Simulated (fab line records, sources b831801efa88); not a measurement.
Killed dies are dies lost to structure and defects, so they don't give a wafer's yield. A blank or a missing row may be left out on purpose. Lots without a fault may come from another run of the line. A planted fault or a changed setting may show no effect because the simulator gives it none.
One fault seen from 2 desks | flow sky130 | each desk has only its own numbers; what lay behind them comes last

THE METROLOGY DESK
What the gauges read, lot by lot, whatever tool the lot ran on: means of the sampled wafers that have a number. A lot is out of limits, marked OUT, if its mean lies more than 4 standard deviations from the usual mean; the brackets give that distance.
Columns: A = GATE_OXIDE_TW at SKY_GATE_OXIDE_TW_MEAS_14, usual 224.7; B = POLY_GATE_CVD_03_THK at SKY_POLY_GATE_THK_MEAS_04, usual 75.0 nm; C = LDD_P_TW at SKY_LDD_P_TW_MEAS_11, usual 635.9
lot  | first seen here | A     | B    | C
L520 | day 13 23:46    | 225.0 | 75.4 | 634.7
L521 | day 14 08:43    | 225.2 | 75.0 | 630.4
L522 | day 14 09:01    | 224.7 | 75.4 | 635.9
L523 | day 14 17:26    | 225.4 | 75.6 | 635.3
L524 | day 15 06:14    | 223.1 | 74.0 | 639.9
L525 | day 15 07:34    | 223.5 | 75.4 | 635.6
L526 | day 15 18:47    | 225.1 | 75.5 | 637.6
L531 | day 18 04:16    | 223.9 | 73.9 | 637.5
L532 | day 18 14:23    | 226.6 | 74.3 | 638.7
L540 | day 20 23:11    | 223.8 | 74.5 | 632.4
L538 | day 20 23:32    | 225.0 | 74.6 | 635.3
L541 | day 21 12:46    | 223.2 | 75.5 | 640.8
L542 | day 21 21:38    | 223.3 | 74.3 | 634.7
L543 | day 21 21:55    | 225.9 | 74.6 | 633.4
This desk's finding: nothing out of limits on any of the 14 lots.

THE TOOL OWNER'S DESK: implanter-03
The tool's own readings at SKY_LDD_N_IMPLANT_11: means of the sampled wafers that have a number, for each lot that ran on this tool. A lot is out of limits, marked OUT, if its mean lies more than 4 standard deviations from the usual mean; the brackets give that distance.
Columns: A = beam_energy_keV at SKY_LDD_N_IMPLANT_11, usual 20.000; B = beam_on_s at SKY_LDD_N_IMPLANT_11, usual 10.01 s
lot  | first seen here | A                        | B
L522 | day 18 12:13    | 19.999                   | 10.07
L524 | day 19 08:40    | 19.997                   | 10.14
L526 | day 19 23:22    | 20.000                   | 10.09
L531 | day 22 12:35    | 17.550 (-99 or more) OUT | 9.96
L532 | day 22 23:26    | 17.552 (-99 or more) OUT | 9.79
L542 | day 25 22:25    | 19.999                   | 10.05
This desk's finding: out of limits on L531, L532; first on L531, day 22 12:35 (beam_energy_keV at SKY_LDD_N_IMPLANT_11). In limits: L522, L524, L526, L542.

PUT TOGETHER
The tool owner's desk could have raised an alarm at day 22 12:35, on L531, L532.
The metrology desk saw nothing out of limits.
The metrology desk has L531, L532 on record, within its limits.
Of the lots named, all ran SKY_LDD_N_IMPLANT_11 on implanter-03.

WHAT THE SIMULATOR HAD PUT IN
Process parameter drift: implanter-03, from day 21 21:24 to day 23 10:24, at SKY_LDD_N_IMPLANT_11. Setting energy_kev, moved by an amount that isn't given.
Lots struck among those shown: L531, L532.
Hours from the fault's start to each desk's first reading out of limits: the tool owner's desk, 15.
